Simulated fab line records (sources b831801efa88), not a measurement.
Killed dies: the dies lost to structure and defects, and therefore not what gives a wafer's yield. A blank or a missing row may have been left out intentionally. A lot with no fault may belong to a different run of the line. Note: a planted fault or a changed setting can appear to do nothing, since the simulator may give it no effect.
Which of the tools did it? -- flow sky130 -- 11 lots, 33 wafers sampled, at 2 steps of a route of 708

WHAT THE GAUGES SHOWED, per wafer
SKY_SPACER_THK_MEAS_01.
lot,measured,on,SPACER_CVD_00_THK (nm)
L150,day 24 11:55,filmMetro-01,43.4 43.4 43.3
L154,day 25 03:50,filmMetro-04,42.6 42.4 42.8
L155,day 25 14:27,filmMetro-01,42.2 43.0 43.0
L165,day 28 07:49,filmMetro-04,43.6 43.6 43.5
L166,day 28 12:29,filmMetro-02,42.9 43.2 43.0
L167,day 28 22:43,filmMetro-04,43.0 42.4 42.8
L168,day 29 10:49,filmMetro-01,43.0 42.6 42.7
L169,day 29 16:19,filmMetro-02,42.6 42.4 42.5
L170,day 30 07:11,filmMetro-04,42.8 42.7 42.5
L171,day 30 17:11,filmMetro-04,42.7 42.9 43.1
L173,day 30 19:38,filmMetro-04,43.6 43.4 43.5

EACH LOT AND THE TOOL THAT RAN IT (in order: tool; ch and the chambers of the sampled wafers; start)
lot,SKY_LDD_HVP_STRIP_09
L150,"plasmaAsher-03 ch 0, day 23 02:32"
L154,"plasmaAsher-02 ch 0,1, day 23 20:20"
L155,"plasmaAsher-04 ch 0,1, day 24 07:34"
L165,"plasmaAsher-02 ch 0,1, day 27 00:01"
L166,"plasmaAsher-04 ch 0,1, day 27 04:39"
L167,"plasmaAsher-04 ch 0,1, day 27 15:46"
L168,"plasmaAsher-03 ch 0,1, day 28 04:39"
L169,"plasmaAsher-04 ch 0,1, day 28 10:04"
L170,"plasmaAsher-02 ch 0,1, day 28 21:05"
L171,"plasmaAsher-04 ch 0,1, day 29 11:11"
L173,"plasmaAsher-02 ch 0,1, day 29 13:23"
- SKY_LDD_HVP_STRIP_09: strips in O2/N2.

WHAT THE TOOLS THEMSELVES READ (means of the sampled wafers that have a number; where no wafer has one, the mark that the record gives instead)
SKY_LDD_HVP_STRIP_09.
lot,tool,drypumpMotorCurrentA (A),n2FlowSccm (sccm),oesProductAu (a.u.),stripTimeToEndpointS (s)
L150,plasmaAsher-03,5.6,300.3,0.411,4.115
L154,plasmaAsher-02,5.5,300.8,0.407,4.143
L155,plasmaAsher-04,6.1,299.3,0.410,4.132
L165,plasmaAsher-02,5.5,300.6,0.412,4.151
L166,plasmaAsher-04,6.1,300.9,0.407,4.127
L167,plasmaAsher-04,6.2,300.6,0.409,4.130
L168,plasmaAsher-03,5.7,300.4,0.407,4.143
L169,plasmaAsher-04,6.2,300.5,0.412,4.147
L170,plasmaAsher-02,5.3,299.8,0.411,4.136
L171,plasmaAsher-04,6.2,300.1,0.408,4.139
L173,plasmaAsher-02,5.3,300.8,0.404,4.139

THE ANSWER, worked out from the rows above alone
Rule: the lots themselves supply what counts as usual. The widest of any qualifying gaps counts: lots, ordered by their means at a reading, are off when they make up no more than a third of the lots, leave a main group of 4 or more, and stand apart from it by 3 or more times the standard deviation of that group's means. Not used: any main group whose means are identical at the precision the tables above print for the reading. Also off: a lot with no number at a reading for which 4 or more lots have one. The other lots that the step has rows for count as sound. After the gauges, taken in route order, come the tools' own readings; for these a lot's mean is taken, as printed above. The first step at which some lot is off is used, and at that step the reading that is off furthest; a lot without a number counts as furthest.
Across all readings shown, no lot is off: no conclusion can be drawn from this.

WHAT WAS PUT IN BY THE SIMULATOR
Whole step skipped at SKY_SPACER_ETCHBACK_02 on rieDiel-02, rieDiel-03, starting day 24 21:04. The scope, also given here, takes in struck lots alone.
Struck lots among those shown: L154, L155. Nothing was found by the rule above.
